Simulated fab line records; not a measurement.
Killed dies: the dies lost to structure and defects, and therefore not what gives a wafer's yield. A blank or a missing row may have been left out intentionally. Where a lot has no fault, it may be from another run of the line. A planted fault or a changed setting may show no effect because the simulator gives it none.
2 desks looking at one fault :: flow sky130 :: what lay behind the numbers comes last; until then each desk has only its own

## METROLOGY DESK
Means of the sampled wafers that have a number, per lot and without regard to the tool the lot ran on: this is what the gauges read. If a lot's mean is further than 4 standard deviations from the usual mean, the lot is out of limits and carries the mark OUT (the distance appears in the brackets).
Columns: A = CAPM_TIN_RS at SKY_CAPM_RS_MEAS_03, usual 6.94 ohm/sq; B = VIA3_W_RS at SKY_VIA3_RS_MEAS_22, usual 0.292 ohm/sq; C = VIA3_W_THK at SKY_VIA3_THK_MEAS_23, usual 386 nm
lot: L484
first seen here: day 37 12:25
A: 6.97
B: 0.295
C: 381

lot: L488
first seen here: day 38 14:44
A: 6.86
B: 0.808 (+99 or more) OUT
C: 202 (-28) OUT

lot: L489
first seen here: day 38 22:25
A: 6.97
B: 0.289
C: 389

lot: L491
first seen here: day 39 11:04
A: 6.89
B: 0.778 (+99 or more) OUT
C: 202 (-28) OUT

lot: L499
first seen here: day 41 11:07
A: 6.97
B: 0.289
C: 391

lot: L500
first seen here: day 41 17:12
A: 6.92
B: 0.294
C: 385

lot: L501
first seen here: day 42 03:15
A: 6.93
B: 0.288
C: 391

lot: L502
first seen here: day 42 08:44
A: 6.94
B: 0.294
C: 378

lot: L503
first seen here: day 42 16:42
A: 6.83
B: 0.297
C: 375

lot: L504
first seen here: day 43 00:11
A: 6.99
B: 0.289
C: 391
This desk finds L488, L491 out of limits, with the earliest case on L488 at day 41 18:25 (VIA3_W_RS at SKY_VIA3_RS_MEAS_22). L484, L489, L499, L500, L501, L502, L503, L504 stayed within limits.

## DESK OF THE TOOL OWNER: cvd w-02
The tool's own readings at SKY_VIA3_CVD_21 (deposits W, target thk 390 nm, time 117.31 s): means of the sampled wafers that have a number, for each lot that ran on this tool. If a lot's mean is further than 4 standard deviations from the usual mean, the lot is out of limits and carries the mark OUT (the distance appears in the brackets).
Columns: A = heater power outer w at SKY_VIA3_CVD_21, usual 494 W; B = heater power w at SKY_VIA3_CVD_21, usual 830 W; C = susceptor temp C at SKY_VIA3_CVD_21, usual 399.96 C
lot: L484
first seen here: day 40 16:05
A: 513
B: 848
C: 399.82

lot: L488
first seen here: day 41 18:17
A: 492
B: 819
C: 400.05

lot: L491
first seen here: day 42 14:11
A: 473
B: 774
C: 399.63

lot: L500
first seen here: day 44 17:49
A: 496
B: 810
C: 399.90

lot: L502
first seen here: day 45 09:13
A: 512
B: 851
C: 399.95

lot: L503
first seen here: day 45 16:34
A: 513
B: 852
C: 400.07
This desk's verdict: no lot among the 6 shows anything out of limits.

## BROUGHT TOGETHER
The metrology desk could have raised an alarm at day 41 18:25, on L488, L491.
The tool owner's desk saw nothing out of limits.
On record at the tool owner's desk: L488, L491, within its limits.
All the named lots went through SKY_VIA3_CVD_21 on cvd w-02.

## WHAT THE SIMULATOR HAD INSERTED
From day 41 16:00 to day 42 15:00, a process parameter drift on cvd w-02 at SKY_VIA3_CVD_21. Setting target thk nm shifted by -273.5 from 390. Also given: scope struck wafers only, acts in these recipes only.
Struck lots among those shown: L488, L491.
Delay in hours, fault start to first out-of-limits reading, per desk: metrology desk 2.
